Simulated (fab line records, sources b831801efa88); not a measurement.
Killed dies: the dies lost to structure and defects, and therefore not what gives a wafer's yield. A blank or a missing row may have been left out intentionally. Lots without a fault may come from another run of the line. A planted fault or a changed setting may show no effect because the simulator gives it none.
Struck lot and sound lot, side by side    flow sky130    28 out of 708 route steps
Sound: these wafers, L122.1, L122.4, L122.6. Struck: wafer L131.4. (L131.5, L131.6 of the same lot were not struck and are left out.) The cause comes at the end.
For every step that has rows: the tool of each side, followed by ch and its chambers, followed by its first start. Under that, the readings that differ: sound wafers    struck wafers    difference of the means    sigmas: that difference in standard deviations of wafers without a fault.
alike: readings whose means differ by less than 2 such deviations, and words and numbers that are the same on both sides. not compared: withheld readings, readings that some wafer has no value for, bounds like >300 that may hide the same value, and numbers for which the record gives no deviation and whose values overlap.
The two part at a step that has a row with sigmas, a row that says differs or no value, or rows on one side only. Numbers that don't overlap but have no deviation are shown without sigmas and don't part them. Lack of a reading on every wafer of one side parts them only where that side has two or more wafers.

first, 1 step without rows for these wafers: SKY_VIA4_ETCH_12 (etches SiO2 in C4F8/O2/Ar, stops on TiN, target depth 580 nm).
SKY_VIA4_STRIP_13: strips in O2/N2.
  sound on plasmaAsher-01 ch 0,1, day 43 03:05; struck on plasmaAsher-01 ch 1, day 45 05:12
  alike: drypumpMotorCurrentA, oesProductAu, stripTimeToEndpointS
  not compared: rfHoursCounterH
then, 3 steps without rows for these wafers: SKY_VIA4_STRIP_14 (strips in post etch residue remover, time 1200 s); SKY_VIA4_CLEAN_15 (cleans in IPA, time 180 s); SKY_VIA4_CLEAN_16 (cleans in O3/DIW).
SKY_VIA4_SPUTTER_17: material TiN, target thk 20 nm, time 80 s.
  sound on pvdSputter-04, day 43 03:40; struck on pvdSputter-02, day 45 05:48
  alike: throttleValvePct
SKY_VIA4_CVD_18: deposits W, target thk 505 nm, time 152.14 s.
  sound on cvdW-02 ch 1, day 43 03:44; struck on cvdW-02 ch 0, day 45 05:55
  alike: heaterPowerW
SKY_VIA4_RS_MEAS_19: measures by four-point-probe.
  sound on filmMetro-01, day 43 03:53; struck on filmMetro-04, day 45 06:04
  alike: VIA4_W_RS
SKY_VIA4_THK_MEAS_20: measures by xrf.
  sound on filmMetro-01, day 43 04:00; struck on filmMetro-04, day 45 06:10
  alike: VIA4_W_THK
then, 2 steps without rows for these wafers: SKY_VIA4_CMP_21 (polishes, stops on SiO2, t overpolish 25 s, target thk 0 nm); SKY_METAL5_SPUTTER_00 (material Ti, target thk 15 nm, time 10 s).
SKY_METAL5_SPUTTER_01: material TiN, target thk 20 nm, time 16.7 s.
  sound on pvdSputter-02, day 43 04:23; struck on pvdSputter-01, day 45 06:32
  alike: throttleValvePct
SKY_METAL5_SPUTTER_02: material AlCu, target thk 1150 nm, time 61.2 s.
  sound on pvdSputter-02, day 43 04:25; struck on pvdSputter-01, day 45 06:34
reading                                     sound           struck  difference  sigmas
model.AlCu_of_METAL5_SPUTTER_02.thkNm (nm)  1138 1139 1147  1219    +78         
  alike: throttleValvePct
then, 2 steps without rows for these wafers: SKY_METAL5_SPUTTER_03 (material Ti, target thk 5 nm, time 3.3 s); SKY_METAL5_SPUTTER_04 (material TiN, target thk 70 nm, time 58.3 s).
SKY_METAL5_RS_MEAS_05: measures by four-point-probe.
  sound on filmMetro-02, day 43 04:32; struck on filmMetro-01, day 45 06:43
reading                  sound                    struck   difference  sigmas
METAL5_ALCU_RS (ohm/sq)  0.02732 0.02731 0.02715  0.02551  -0.00175    -8
SKY_METAL5_THK_MEAS_06: measures by xrf.
  sound on filmMetro-02, day 43 04:39; struck on filmMetro-01, day 45 06:49
reading               sound           struck  difference  sigmas
METAL5_ALCU_THK (nm)  1159 1164 1170  1248    +84         +7
then, 7 steps without rows for these wafers: SKY_METAL5_DEHYDRATE_07 (time 60 s); SKY_METAL5_HMDS_08 (prime time 60 s); SKY_METAL5_COAT_09 (resist thk 1800 nm); SKY_METAL5_SOFTBAKE_10 (time 60 s); SKY_METAL5_EXPOSE_11 (exposes mask MM5, target cd 1600 nm); SKY_METAL5_PEB_12; SKY_METAL5_DEVELOP_13 (develop time 60 s).
SKY_METAL5_DESCUM_14: chemistry O2, time 11 s.
  sound on rieMetal-03 ch 0,1, day 44 02:34; struck on rieMetal-03 ch 0, day 46 04:59
  alike: drypumpMotorCurrentA, heBacksideLeakSccm, oesProductAu, tempC
  not compared: rfHoursCounterH
SKY_METAL5_METAL_ETCH_15: etches the open film in Cl2/BCl3, stops on SiO2, target depth 1260 nm, time 252 s.
  sound on rieMetal-03 ch 0,1, day 44 02:36; struck on rieMetal-03 ch 0, day 46 05:05
reading              sound              struck  difference  sigmas
oesProductAu (a.u.)  0.896 0.900 0.899  0.909   +0.011      +2
  alike: drypumpMotorCurrentA, heBacksideLeakSccm, throttleValvePct
  not compared: rfHoursCounterH
then, 1 step without rows for these wafers: SKY_METAL5_STRIP_16 (strips in O2/N2).
SKY_PAD_OPEN_PROBE_99:
  sound on prober-02, day 46 02:47; struck on prober-01, day 47 23:15
reading                     sound                    struck   difference  sigmas
defectLimitedYield (%)      81.1 82.1 84.1           77.6     -4.8        -2
killed_at_M0_to_M3          41 32 41                 54       +16         +2
killedAtFrontEnd            22 23 12                 29       +10         +2
killedDies                  93 88 78                 110      +24         +2
killedShort                 38 37 35                 52       +15         +2
sort_bin_3_pad_short (%)    0.8 0.4 0.8              1.8      +1.1        +3
sortNPass                   399 404 414              382      -24         -2
sortYieldPct (%)            81.1 82.1 84.1           77.6     -4.8        -2
model.etest.met5.rsOhmSq    0.02738 0.02736 0.02716  0.02547  -0.00183    
model.etest.met5.lineOhmUm  0.01708 0.01705 0.01693  0.0159   -0.0011     
  alike: killed_at_M4_up, killedAtContacts, killedAtOther, killedOpen, sort_bin_5_function, sort_bin_6_memory

## WHERE THEY PART
At SKY_METAL5_RS_MEAS_05 first; at SKY_PAD_OPEN_PROBE_99 last (within this record only).

WHY: the cause the simulator had injected
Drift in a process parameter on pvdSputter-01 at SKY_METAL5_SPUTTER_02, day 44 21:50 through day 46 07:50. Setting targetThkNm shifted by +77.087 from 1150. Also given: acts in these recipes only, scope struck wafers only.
